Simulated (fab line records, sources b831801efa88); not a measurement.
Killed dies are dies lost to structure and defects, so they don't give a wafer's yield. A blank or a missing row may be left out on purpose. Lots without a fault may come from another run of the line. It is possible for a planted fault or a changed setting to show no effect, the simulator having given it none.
A single fault, viewed from 2 desks    flow gf180mcu    each desk holds nothing but its own numbers, with what lay behind them at the end

FROM THE METROLOGY DESK
Lot by lot, what the gauges showed, no matter which tool ran the lot: averages of those sampled wafers that carry a number. The brackets show how far a lot's mean lies from the usual mean; more than 4 standard deviations puts the lot out of limits, marked OUT.
Columns: A = HV_LDD_02_OVL at GF_HV_LDD_OVL_MEAS_32, usual 0.1 nm; B = SAB_CVD_00_THK at GF_SAB_THK_MEAS_01, usual 49.7 nm; C = V3_OVL at GF_V3_OVL_MEAS_15, usual -2 nm
lot   first seen here  A     B     C
L944  day 11 11:26     1.8   49.9  -8
L945  day 11 18:23     -0.5  50.7  1
L946  day 12 05:17     -0.2  49.4  -6
L947  day 12 18:05     1.0   50.2  -4
L948  day 13 01:11     1.4   48.8  5
L950  day 13 12:50     0.4   49.7  -9
L951  day 13 20:14     0.0   49.1  -0
L952  day 14 05:53     0.3   50.5  -8
L960  day 16 23:42     -2.2  48.8  3
L961  day 17 00:57     1.5   49.3  -8
L962  day 17 10:52     -0.2  49.2  -2
L964  day 18 06:59     1.0   49.3  -0
L966  day 18 20:35     0.5   50.6  -3
Finding of this desk: none of the 13 lots has anything out of limits.

TOOL OWNER'S DESK, pecvd-03
The tool's own readings at GF_SAB_CVD_00 (deposits SiO2 from TEOS, target thk 50 nm, time 4.9302 s): means of the sampled wafers that have a number, for each lot that ran on this tool. The brackets show how far a lot's mean lies from the usual mean; more than 4 standard deviations puts the lot out of limits, marked OUT.
Columns: A = heater_power_w at GF_SAB_CVD_00, usual 611 W; B = rf_fwd_power_W at GF_SAB_CVD_00, usual 586.2 W
lot   first seen here  A    B
L944  day 14 03:31     562  587.5
L945  day 14 10:36     561  585.0
L946  day 14 23:26     620  584.9
L947  day 15 12:04     559  584.9
L950  day 16 10:18     597  586.9
L952  day 17 04:27     600  586.4
L960  day 20 04:13     590  586.1
L962  day 20 15:00     565  587.4
Finding of this desk: none of the 8 lots has anything out of limits.

BROUGHT TOGETHER
Nothing out of limits was seen by the metrology desk.
The tool owner's desk saw nothing out of limits.

WHAT WAS PUT IN BY THE SIMULATOR
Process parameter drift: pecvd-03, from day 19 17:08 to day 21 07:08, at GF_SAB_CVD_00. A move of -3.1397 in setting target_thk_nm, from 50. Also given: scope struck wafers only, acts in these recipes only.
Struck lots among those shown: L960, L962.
